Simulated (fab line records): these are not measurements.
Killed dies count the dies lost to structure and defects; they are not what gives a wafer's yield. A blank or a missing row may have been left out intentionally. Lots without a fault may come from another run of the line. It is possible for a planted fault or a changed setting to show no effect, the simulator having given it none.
fab line records -- flow sky130
record lots=11, wafers=33, last-day=50
route steps=708 shown FIELD_ISO@25 METAL2@503 VIA2@529 VIA4@659 PAD_OPEN@708
lots untouched by any fault: they come from a run of this same line in which no faults occurred
start-h: hours from the record's first day to the start of the lot's first wafer shown -- wait-h: how many hours have passed since the lot's step before this one -- " unchanged from the row above -- L1.1+2: a single row standing in for several wafers -- - either no value or no given start -- * or withheld: withheld -- < > ~ a bound
route shown NAME@n: names a module that has steps shown in the file, with the first one's number in the route -- usual: the fault-free wafers' mean and standard deviation -- same: alike in all rows -- chamber/n: place in a boat -- sites: the reading at each site -- _std_site: how widely they spread, as a standard deviation -- _edge_site: inner sites' mean taken away from outer sites' mean -- radius-mm: for every site, how far away it sits from the centre of the wafer -- mask NAME#n: copy n -- behind: the tool/chamber that last shaped the wafer -- hold: the reason the lot was held/the length of the hold in hours/how it ended -- device: the transistor (n, p or np) that didn't switch -- end of line: tests of these same wafers at the route's end -- a step with no rows: only its recipe -- killed: dies lost to structure and defects at the first sort, not the wafer's yield -- map: a wafer's dies, marking killed ones x, the rest . and places with no die _
set.NAME: the setting that was run; set.NAME@STEP: the one run at that earlier step -- model.NAME: the simulator's own value behind a step, which no gauge read
route steps across a sampled set of lots; one table per step, one row per wafer
services: when a tool's chamber went out of use (start-h, in hours from the record's first day, below 0 if earlier), for how many hours, and the reason
## steps
# step SKY_FIELD_ISO_CVD_24
# recipe material=SiO2, target-thk-nm=595, temp-c=650, sigma-open-frac=0.3, time-s=99.2, sih4-flow-sccm=60, pressure-mtorr=6
# usual susceptor-temp-C=650.01/0.29
lot.wafer,tool,chamber,start-h,wait-h,susceptor-temp-C
L388.1,hdpcvd-01,1,33.75,0.1,649.64
L388.5,hdpcvd-01,0,33.75,0.1,650.21
L388.6,hdpcvd-01,1,33.75,0.1,649.97
L389.1,hdpcvd-01,0,36.01,0.1,649.39
L389.3,hdpcvd-01,1,36.01,0.1,650.35
L389.6,hdpcvd-01,1,36.01,0.1,650.39
L390.3,hdpcvd-02,2,41.73,0.0,650.17
L390.4,hdpcvd-02,1,41.73,0.0,650.00
L390.5,hdpcvd-02,0,41.73,0.0,650.42
L396.2,hdpcvd-02,1,72.86,0.0,649.71
L396.3,hdpcvd-02,0,72.86,0.0,650.30
L396.5,hdpcvd-02,2,72.86,0.0,649.36
L397.2,hdpcvd-02,0,77.19,0.0,650.31
L397.3,hdpcvd-02,1,77.19,0.0,650.24
L397.6,hdpcvd-02,2,77.19,0.0,650.15
L399.2,hdpcvd-02,2,88.81,0.0,649.94
L399.3,hdpcvd-02,1,88.81,0.0,649.70
L399.5,hdpcvd-02,1,88.81,0.0,649.96
L401.1,hdpcvd-01,2,97.34,0.1,650.05
L401.2,hdpcvd-01,1,97.34,0.1,650.06
L401.5,hdpcvd-01,2,97.34,0.1,650.10
L403.1,hdpcvd-01,0,108.88,0.1,649.88
L403.2,hdpcvd-01,1,108.88,0.1,650.43
L403.3,hdpcvd-01,2,108.88,0.1,649.99
L404.4,hdpcvd-01,1,121.70,0.1,650.23
L404.5,hdpcvd-01,0,121.70,0.1,649.75
L404.6,hdpcvd-01,2,121.70,0.1,650.31
L407.2,hdpcvd-01,1,131.39,0.0,649.96
L407.5,hdpcvd-01,0,131.39,0.0,650.15
L407.6,hdpcvd-01,1,131.39,0.0,649.96
L411.3,hdpcvd-02,0,156.77,0.1,649.95
L411.5,hdpcvd-02,2,156.77,0.1,649.77
L411.6,hdpcvd-02,0,156.77,0.1,650.00
# step SKY_METAL2_STRIP_20
# recipe chemistry=O2/N2, power-w=1400, pressure-mtorr=1500, platen-temp-c=withheld, o2-flow-sccm=3000, n2-flow-sccm=300, overash-fraction=0.5
# usual drypump-motor-current-A=5.56/0.22, o2-flow-sccm=2999/9.5, oes-product-au=0.342/0.0059, strip-time-to-endpoint-s=2.68/0.077
# same overash-fraction=0.5
lot.wafer,tool,chamber,start-h,wait-h,drypump-motor-current-A,o2-flow-sccm,oes-product-au,rf-hours-counter-h,strip-time-to-endpoint-s
L389.1,plasma-asher-02,1,824.33,0.1,5.52,2989,0.353,67,2.78
L389.3,plasma-asher-02,0,824.33,0.1,5.46,2984,0.354,-,2.76
L389.6,plasma-asher-02,0,824.33,0.1,5.46,3003,0.338,-,2.67
L388.1,plasma-asher-03,0,824.79,0.1,5.42,2993,0.341,104,2.76
L388.5,plasma-asher-03,0,824.79,0.1,5.42,2999,0.333,-,2.59
L388.6,plasma-asher-03,1,824.79,0.1,5.94,2997,0.346,-,2.79
L390.3,plasma-asher-02,1,833.01,0.1,5.52,3007,0.341,-,2.56
L390.4,plasma-asher-02,0,833.01,0.1,5.46,2996,0.340,-,2.74
L390.5,plasma-asher-02,0,833.01,0.1,5.47,3005,0.350,-,2.77
L396.2,plasma-asher-03,0,873.94,0.1,5.42,2985,0.329,109,2.75
L396.3,plasma-asher-03,1,873.94,0.1,5.94,2991,0.351,-,2.79
L396.5,plasma-asher-03,0,873.94,0.1,5.42,2991,0.335,-,2.58
L397.2,plasma-asher-02,1,888.28,0.1,5.53,2992,0.351,74,2.75
L397.3,plasma-asher-02,1,888.28,0.1,5.51,2989,0.335,-,2.71
L397.6,plasma-asher-02,1,888.28,0.1,5.49,2984,0.349,-,2.70
L399.2,plasma-asher-01,0,904.59,0.1,5.47,2985,0.333,48,2.68
L399.3,plasma-asher-01,0,904.59,0.1,5.48,2984,0.351,-,2.71
L399.5,plasma-asher-01,1,904.59,0.1,5.24,3002,0.341,-,2.71
L401.1,plasma-asher-03,0,910.94,0.1,5.45,2994,0.332,113,2.52
L401.2,plasma-asher-03,1,910.94,0.1,5.94,2995,0.348,113,2.69
L401.5,plasma-asher-03,0,910.94,0.1,5.43,2991,0.345,-,2.71
L403.1,plasma-asher-01,0,933.72,0.1,5.47,3009,0.338,51,2.58
L403.2,plasma-asher-01,1,933.72,0.1,5.22,2995,0.344,51,2.71
L403.3,plasma-asher-01,0,933.72,0.1,5.47,2998,0.349,-,2.72
L404.4,plasma-asher-03,1,961.91,0.1,5.95,3015,0.336,-,2.67
L404.5,plasma-asher-03,1,961.91,0.1,5.93,3005,0.349,-,2.77
L404.6,plasma-asher-03,0,961.91,0.1,5.44,2977,0.339,-,2.67
L407.2,plasma-asher-02,1,965.47,0.1,5.54,3006,0.337,82,2.66
L407.5,plasma-asher-02,1,965.47,0.1,5.52,2992,0.336,-,2.64
L407.6,plasma-asher-02,0,965.47,0.1,5.47,3006,0.352,-,2.74
L411.3,plasma-asher-03,0,991.62,0.1,5.42,3001,0.348,-,2.74
L411.5,plasma-asher-03,1,991.62,0.1,5.96,2999,0.342,-,2.76
L411.6,plasma-asher-03,0,991.62,0.1,5.43,2996,0.342,-,2.67
# step SKY_VIA2_RS_MEAS_22
# recipe thk-meas-gauge=four-point-probe, reads=W_of_VIA2_CVD_21+TiN_of_VIA2_SPUTTER_20
# usual VIA2_W_RS=0.2747/0.0026
lot.wafer,tool,chamber,start-h,wait-h,VIA2_W_RS[ohm/sq]
L389.1,film-metro-03,-,851.55,0.2,0.2796
L389.3,film-metro-03,-,851.55,0.2,0.2770
L389.6,film-metro-03,-,851.55,0.2,0.2796
L388.1,film-metro-03,-,851.76,0.1,0.2762
L388.5,film-metro-03,-,851.76,0.1,0.2738
L388.6,film-metro-03,-,851.76,0.1,0.2740
L390.3,film-metro-01,-,860.27,0.2,0.2732
L390.4,film-metro-01,-,860.27,0.2,0.2746
L390.5,film-metro-01,-,860.27,0.2,0.2729
L396.2,film-metro-01,-,902.08,0.1,0.2751
L396.3,film-metro-01,-,902.08,0.1,0.2725
L396.5,film-metro-01,-,902.08,0.1,0.2740
L397.2,film-metro-04,-,915.86,0.1,0.2738
L397.3,film-metro-04,-,915.86,0.1,0.2760
L397.6,film-metro-04,-,915.86,0.1,0.2732
L399.2,film-metro-03,-,931.42,0.1,0.2710
L399.3,film-metro-03,-,931.42,0.1,0.2730
L399.5,film-metro-03,-,931.42,0.1,0.2736
L401.1,film-metro-01,-,938.24,0.1,0.2739
L401.2,film-metro-01,-,938.24,0.1,0.2784
L401.5,film-metro-01,-,938.24,0.1,0.2738
L403.1,film-metro-04,-,959.65,0.1,0.2728
L403.2,film-metro-04,-,959.65,0.1,0.2739
L403.3,film-metro-04,-,959.65,0.1,0.2712
L404.4,film-metro-04,-,987.74,0.1,0.2733
L404.5,film-metro-04,-,987.74,0.1,0.2702
L404.6,film-metro-04,-,987.74,0.1,0.2722
L407.2,film-metro-04,-,991.20,0.1,0.2785
L407.5,film-metro-04,-,991.20,0.1,0.2811
L407.6,film-metro-04,-,991.20,0.1,0.2751
L411.3,film-metro-03,-,1016.84,0.1,0.2771
L411.5,film-metro-03,-,1016.84,0.1,0.2766
L411.6,film-metro-03,-,1016.84,0.1,0.2730
# step SKY_VIA4_THK_MEAS_20
# recipe thk-meas-gauge=xrf, reads=W_of_VIA4_CVD_18
# usual VIA4_W_THK=489/7.3
lot.wafer,tool,chamber,start-h,wait-h,VIA4_W_THK[nm]
L389.1,film-metro-04,-,1008.82,0.1,497
L389.3,film-metro-04,-,1008.82,0.1,486
L389.6,film-metro-04,-,1008.82,0.1,491
L388.1,film-metro-04,-,1009.00,0.1,488
L388.5,film-metro-04,-,1009.00,0.1,480
L388.6,film-metro-04,-,1009.00,0.1,496
L390.3,film-metro-03,-,1013.79,0.1,491
L390.4,film-metro-03,-,1013.79,0.1,477
L390.5,film-metro-03,-,1013.79,0.1,483
L396.2,film-metro-01,-,1051.50,0.1,482
L396.3,film-metro-01,-,1051.50,0.1,501
L396.5,film-metro-01,-,1051.50,0.1,473
L397.2,film-metro-03,-,1063.36,0.1,501
L397.3,film-metro-03,-,1063.36,0.1,495
L397.6,film-metro-03,-,1063.36,0.1,496
L399.2,film-metro-01,-,1077.86,0.1,480
L399.3,film-metro-01,-,1077.86,0.1,483
L399.5,film-metro-01,-,1077.86,0.1,478
L401.1,film-metro-03,-,1084.50,0.1,486
L401.2,film-metro-03,-,1084.50,0.1,484
L401.5,film-metro-03,-,1084.50,0.1,485
L403.1,film-metro-03,-,1102.54,0.1,488
L403.2,film-metro-03,-,1102.54,0.1,492
L403.3,film-metro-03,-,1102.54,0.1,489
L404.4,film-metro-03,-,1124.82,0.1,496
L404.5,film-metro-03,-,1124.82,0.1,503
L404.6,film-metro-03,-,1124.82,0.1,490
L407.2,film-metro-01,-,1128.20,0.1,484
L407.5,film-metro-01,-,1128.20,0.1,479
L407.6,film-metro-01,-,1128.20,0.1,481
L411.3,film-metro-01,-,1147.05,0.1,486
L411.5,film-metro-01,-,1147.05,0.1,489
L411.6,film-metro-01,-,1147.05,0.1,483
# step SKY_PAD_OPEN_PROBE_99
# usual killed_at_M0_to_M3=44/6.9, killed_at_M4_up=3.2/1.8, killed-at-contacts=23/5.2, killed-at-front-end=15/4.5, killed-at-other=0.3/0.56, killed-dies=85/8.8, killed-on-rim=17/3.5, killed-open=47/6.7, killed-short=39/6.4
# same gross-dies=492, killed-at-back-side=0
lot.wafer,tool,chamber,start-h,wait-h,killed_at_M0_to_M3,killed_at_M4_up,killed-at-contacts,killed-at-front-end,killed-at-other,killed-dies,killed-on-rim,killed-open,killed-short
L396.2,prober-01,-,1117.35,0.1,44,2,22,40,1,109,28,49,35
L396.3,prober-01,-,1117.40,0.2,34,2,28,55,0,119,29,44,27
L396.5,prober-01,-,1117.50,0.2,33,1,29,41,1,105,27,43,37
L397.2,prober-01,-,1128.95,0.1,39,3,21,63,0,126,24,42,34
L397.3,prober-01,-,1129.00,0.2,40,4,20,39,0,103,28,41,38
L397.6,prober-01,-,1129.15,0.2,47,2,17,34,0,100,22,44,35
L399.2,prober-01,-,1140.58,0.1,50,3,22,32,0,107,26,49,39
L399.3,prober-01,-,1140.63,0.2,44,6,23,40,0,113,25,55,32
L399.5,prober-01,-,1140.73,0.2,40,3,24,49,0,116,26,42,49
# killed by level:class
L396.2 FIELD_ISO:unspecified=25 CONTACT:geometric-particle:open=9 VIA1:geometric-particle:open=8 LI_CONTACT:geometric-particle:open=7 VIA2:geometric-particle:open=7 METAL1:geometric-particle:short=6 POLY_GATE:geometric-particle:open=5 METAL3:geometric-particle:short=5
L396.3 FIELD_ISO:unspecified=48 CONTACT:geometric-particle:open=14 VIA1:geometric-particle:open=9 METAL3:geometric-particle:short=6 LI_CONTACT:geometric-particle:open=5 VIA3:geometric-particle:open=5 METAL1:geometric-particle:short=5 VIA2:geometric-particle:open=5
L396.5 FIELD_ISO:unspecified=25 LI_CONTACT:geometric-particle:open=9 VIA1:geometric-particle:open=9 CONTACT:geometric-particle:open=7 FIELD_ISO:geometric-particle:short=6 POLY_GATE:geometric-particle:open=5 CONTACT:geometric-particle:short=5 VIA3:geometric-particle:open=5
L397.2 FIELD_ISO:unspecified=50 VIA1:geometric-particle:open=15 LI_CONTACT:geometric-particle:open=8 LI_CONTACT:geometric-particle:short=6 VIA3:geometric-particle:open=5 VIA1:geometric-particle:short=4 VIA2:geometric-particle:open=4 FIELD_ISO:geometric-particle:open=3
L397.3 FIELD_ISO:unspecified=24 VIA1:geometric-particle:open=9 CONTACT:geometric-particle:open=8 LI_CONTACT:geometric-particle:open=7 POLY_GATE:geometric-particle:open=6 VIA1:geometric-particle:short=6 METAL1:geometric-particle:short=4 VIA2:geometric-particle:short=4
L397.6 FIELD_ISO:unspecified=21 VIA1:geometric-particle:open=11 VIA3:geometric-particle:open=8 LI_CONTACT:geometric-particle:open=7 METAL2:geometric-particle:short=7 VIA2:geometric-particle:open=7 POLY_GATE:geometric-particle:short=6 METAL1:geometric-particle:short=5
L399.2 FIELD_ISO:unspecified=19 CONTACT:geometric-particle:open=13 VIA1:geometric-particle:open=10 METAL1:geometric-particle:short=7 VIA1:geometric-particle:short=7 VIA3:geometric-particle:open=7 METAL2:geometric-particle:short=6 POLY_GATE:geometric-particle:open=5
L399.3 FIELD_ISO:unspecified=26 VIA2:geometric-particle:open=12 LI_CONTACT:geometric-particle:open=9 CONTACT:geometric-particle:open=8 VIA3:geometric-particle:open=8 VIA1:geometric-particle:open=6 FIELD_ISO:geometric-particle:open=4 VIA1:geometric-particle:short=4
L399.5 FIELD_ISO:unspecified=25 VIA1:geometric-particle:open=9 VIA2:geometric-particle:short=8 FIELD_ISO:geometric-particle:short=7 LI_CONTACT:geometric-particle:open=7 CONTACT:geometric-particle:open=7 METAL2:geometric-particle:short=7 VIA3:geometric-particle:open=5
## services
tool,chamber,start-h,hours,kind
hdpcvd-01,0,38.89,9.3,repair
hdpcvd-01,-,66.86,15.0,pm
hdpcvd-02,-,92.83,4.3,pm
hdpcvd-02,-,120.73,0.6,repair
hdpcvd-02,1,142.02,53.6,repair
hdpcvd-01,2,191.64,9.4,repair
hdpcvd-02,-,244.48,2.8,pm
hdpcvd-01,1,320.32,5.3,repair
plasma-asher-03,-,357.60,0.5,repair
hdpcvd-01,-,358.62,5.5,pm
hdpcvd-02,1,366.03,23.1,repair
hdpcvd-02,-,366.25,15.0,pm
hdpcvd-01,-,483.17,0.3,repair
hdpcvd-01,1,547.92,4.8,repair
hdpcvd-02,-,606.47,8.9,repair
hdpcvd-01,-,650.75,15.0,pm
hdpcvd-02,-,687.21,6.0,pm
plasma-asher-03,-,707.60,4.6,repair
hdpcvd-01,2,717.28,2.9,repair
plasma-asher-03,-,734.95,2.8,pm
hdpcvd-01,-,775.99,1.2,repair
hdpcvd-01,-,828.78,0.6,repair
hdpcvd-02,0,891.10,6.0,repair
hdpcvd-01,-,987.20,1.2,repair
## key
first-sign step=SKY_PAD_OPEN_PROBE_99, reading=killed-at-front-end, direction=up, sigmas=6.3, usual=15, struck=44
effect step=SKY_PAD_OPEN_PROBE_99, reading=killed-dies, direction=up, sigmas=2.9, usual=85, struck=111
met-at SKY_FIELD_ISO_CVD_24
struck-lots L396,L397,L399
tester-left-out L396,L397,L399
not-acting-at SKY_METAL2_STRIP_20,SKY_VIA2_RS_MEAS_22,SKY_VIA4_THK_MEAS_20
onset-between 41.73 72.86
fault kind=chamber-particle-source, tool=hdpcvd-02, chamber=-, onset-h=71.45, steps=SKY_FIELD_ISO_CVD_24, rate-per-visit-cm2=1.1046, end-h=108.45
# tester-left-out: of these lots the tester's yield and bins aren't shown, on N5 and GAA mostly nor the transistor test; their killed dies are dies lost to structure and defects alone, not to doping, threshold or leakage, so they don't give the yield
